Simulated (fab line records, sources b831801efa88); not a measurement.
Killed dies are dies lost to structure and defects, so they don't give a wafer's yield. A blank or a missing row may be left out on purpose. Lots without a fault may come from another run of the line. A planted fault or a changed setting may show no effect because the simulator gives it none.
One fault seen from 2 desks | flow gf180mcu | each desk has only its own numbers; what lay behind them comes last

THE METROLOGY DESK
What the gauges read, lot by lot, whatever tool the lot ran on: means of the sampled wafers that have a number. A lot is out of limits, marked OUT, if its mean lies more than 4 standard deviations from the usual mean; the brackets give that distance.
Columns: A = VT_IMPLANT_OVL at GF_VT_IMPLANT_OVL_MEAS_07, usual -0.1 nm; B = VT_IMPLANT_TW at GF_VT_IMPLANT_TW_MEAS_10, usual 563; C = VT_IMPLANT_01_OVL at GF_VT_IMPLANT_OVL_MEAS_18, usual 0.4 nm
lot  | first seen here | A    | B   | C
L978 | day 6 00:46     | 1.0  | 571 | -1.6
L979 | day 6 08:35     | -1.2 | 557 | 0.5
L981 | day 6 21:53     | -0.7 | 558 | -2.9
L983 | day 7 07:47     | -1.9 | 571 | -0.1
L990 | day 9 04:46     | 1.1  | 563 | 0.9
L994 | day 10 04:59    | -1.1 | 569 | 2.9
This desk's finding: nothing out of limits on any of the 6 lots.

THE TOOL OWNER'S DESK: implanter-03
The tool's own readings at GF_VT_IMPLANT_IMPLANT_19: means of the sampled wafers that have a number, for each lot that ran on this tool. A lot is out of limits, marked OUT, if its mean lies more than 4 standard deviations from the usual mean; the brackets give that distance.
Columns: A = beam_energy_keV at GF_VT_IMPLANT_IMPLANT_19, usual 100.00
lot  | first seen here | A
L978 | day 6 16:08     | 100.02
L981 | day 7 14:16     | 96.54 (-99 or more) OUT
L983 | day 7 23:45     | 96.58 (-99 or more) OUT
This desk's finding: out of limits on L981, L983; first on L981, day 7 14:16 (beam_energy_keV at GF_VT_IMPLANT_IMPLANT_19). In limits: L978.

PUT TOGETHER
The tool owner's desk could have raised an alarm at day 7 14:16, on L981, L983.
The metrology desk saw nothing out of limits.
The metrology desk has L981, L983 on record, within its limits.
Of the lots named, all ran GF_VT_IMPLANT_IMPLANT_19 on implanter-03.

WHAT THE SIMULATOR HAD PUT IN
Process parameter drift: implanter-03, from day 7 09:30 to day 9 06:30, at GF_VT_IMPLANT_IMPLANT_19. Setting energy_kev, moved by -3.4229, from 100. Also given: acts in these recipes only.
Lots struck among those shown: L981, L983.
Hours from the fault's start to each desk's first reading out of limits: the tool owner's desk, 5.
